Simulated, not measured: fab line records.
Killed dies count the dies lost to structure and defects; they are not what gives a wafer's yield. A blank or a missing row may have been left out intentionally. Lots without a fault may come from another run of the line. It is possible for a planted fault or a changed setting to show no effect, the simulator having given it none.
Struck lot and sound lot, side by side + flow sky130 + 27 steps out of a route of 708
Sound: wafers L771.1, L771.2, L771.5. Wafers struck: L780.1, L780.3, L780.5. Last of all comes the cause.
At each step with rows: each side's tool, then ch and its chambers, then its first start. Under that, the readings that differ: sound wafers + struck wafers + difference of the means + sigmas: that difference in standard deviations of wafers without a fault.
alike: readings with means less than 2 such deviations apart, plus words and numbers identical on both sides. not compared: withheld readings, readings lacking a value on some wafer, bounds such as >300 that could conceal the same value, and numbers that have no deviation in the record and whose values overlap.
The two part at a step that has a row with sigmas, a row that says differs or no value, or rows on one side only. Numbers that have no deviation but don't overlap get no sigmas and don't part them. Lack of a reading on every wafer of one side parts them only where that side has two or more wafers.

first, 1 step without rows for these wafers: SKY_DNWELL_IMPLANT_07.
SKY_DNWELL_STRIP_08: strips in O2/N2.
  sound on plasma asher-04 ch 0,1, day 3 23:40; struck on plasma asher-04 ch 0,1, day 5 23:59
| reading                      | sound             | struck            | difference | sigmas |
|------------------------------|-------------------|-------------------|------------|--------|
| strip time to endpoint s (s) | 37.10 37.02 37.13 | 36.86 36.82 36.85 | -0.24      | -2     |
  alike: drypump motor current A, oes product au
  not compared: rf hours counter h
SKY_DNWELL_TW_MEAS_09:
  struck on film metro-02, day 6 00:05; sound on film metro-04, day 3 23:46
  alike: DNWELL_TW
then, 7 steps without rows for these wafers: SKY_PWDE_DEHYDRATE_00 (time 60 s); SKY_PWDE_HMDS_01 (prime time 60 s); SKY_PWDE_COAT_02 (resist thk 3000 nm); SKY_PWDE_SOFTBAKE_03; SKY_PWDE_EXPOSE_04 (exposes mask PWDEM, target cd 840 nm); SKY_PWDE_PEB_05; SKY_PWDE_DEVELOP_06 (develop time 60 s).
SKY_PWDE_OVL_MEAS_07:
  struck on overlay-01, day 6 18:35; sound on overlay-02, day 4 16:28
  alike: PWDE_OVL
next, for these wafers, 1 step has no rows: SKY_PWDE_IMPLANT_08.
SKY_PWDE_STRIP_09: strips in O2/N2.
  sound on plasma asher-01 ch 0,1, day 4 16:39; struck on plasma asher-01 ch 0,1, day 6 18:46
| reading                                | sound             | struck            | difference                    | sigmas |
|----------------------------------------|-------------------|-------------------|-------------------------------|--------|
| oes product au (a.u.)                  | 0.725 0.731 0.726 | 0.946 0.949 0.938 | +0.217                        | +47    |
| strip time to endpoint s (s)           | 36.94 36.87 36.87 | - - -             | no value on the struck wafers |        |
| model.coat_of_PWDE_COAT_02.thk nm (nm) | 0 0 0             | 1268 1266 1263    | +1266                         |        |
  alike: drypump motor current A
  not compared: rf hours counter h
SKY_PWDE_TW_MEAS_10:
  struck on film metro-04, day 6 18:52; sound on film metro-03, day 4 16:45
  alike: PWDE_TW
then, 7 steps without rows for these wafers: SKY_NWELL_DEHYDRATE_03 (time 60 s); SKY_NWELL_HMDS_04 (prime time 60 s); SKY_NWELL_COAT_05 (resist thk 3000 nm); SKY_NWELL_SOFTBAKE_06; SKY_NWELL_EXPOSE_07 (exposes mask NWM, target cd 840 nm); SKY_NWELL_PEB_08; SKY_NWELL_DEVELOP_09 (develop time 60 s).
SKY_NWELL_OVL_MEAS_10:
  struck on overlay-02, day 7 14:33; sound on overlay-01, day 5 08:46
| reading           | sound          | struck         | difference | sigmas |
|-------------------|----------------|----------------|------------|--------|
| NWELL_00_OVL (nm) | -1.0 -0.3 -1.5 | -3.2 -4.1 -4.7 | -3.1       | -2     |
then, 3 steps without rows for these wafers: SKY_NWELL_IMPLANT_11; SKY_NWELL_IMPLANT_12; SKY_NWELL_IMPLANT_13.
SKY_NWELL_STRIP_14: strips in O2/N2.
  sound on plasma asher-01 ch 0,1, day 5 09:15; struck on plasma asher-01 ch 0,1, day 7 15:02
| reading                      | sound             | struck            | difference | sigmas      |
|------------------------------|-------------------|-------------------|------------|-------------|
| strip time to endpoint s (s) | 36.89 37.03 36.99 | 55.57 55.58 55.67 | +18.64     | +99 or more |
  alike: drypump motor current A, oes product au
  not compared: rf hours counter h
SKY_NWELL_TW_MEAS_15:
  struck on film metro-02, day 7 15:22; sound on film metro-02, day 5 09:24
| reading  | sound          | struck   | difference | sigmas      |
|----------|----------------|----------|------------|-------------|
| NWELL_TW | 1816 1802 1807 | 30 30 30 | -1778      | -99 or more |
  not compared: hold

== WHERE THEY PART ==
Earliest at SKY_DNWELL_STRIP_08; latest, in this record, at SKY_NWELL_TW_MEAS_15.

WHY: the cause the simulator had injected
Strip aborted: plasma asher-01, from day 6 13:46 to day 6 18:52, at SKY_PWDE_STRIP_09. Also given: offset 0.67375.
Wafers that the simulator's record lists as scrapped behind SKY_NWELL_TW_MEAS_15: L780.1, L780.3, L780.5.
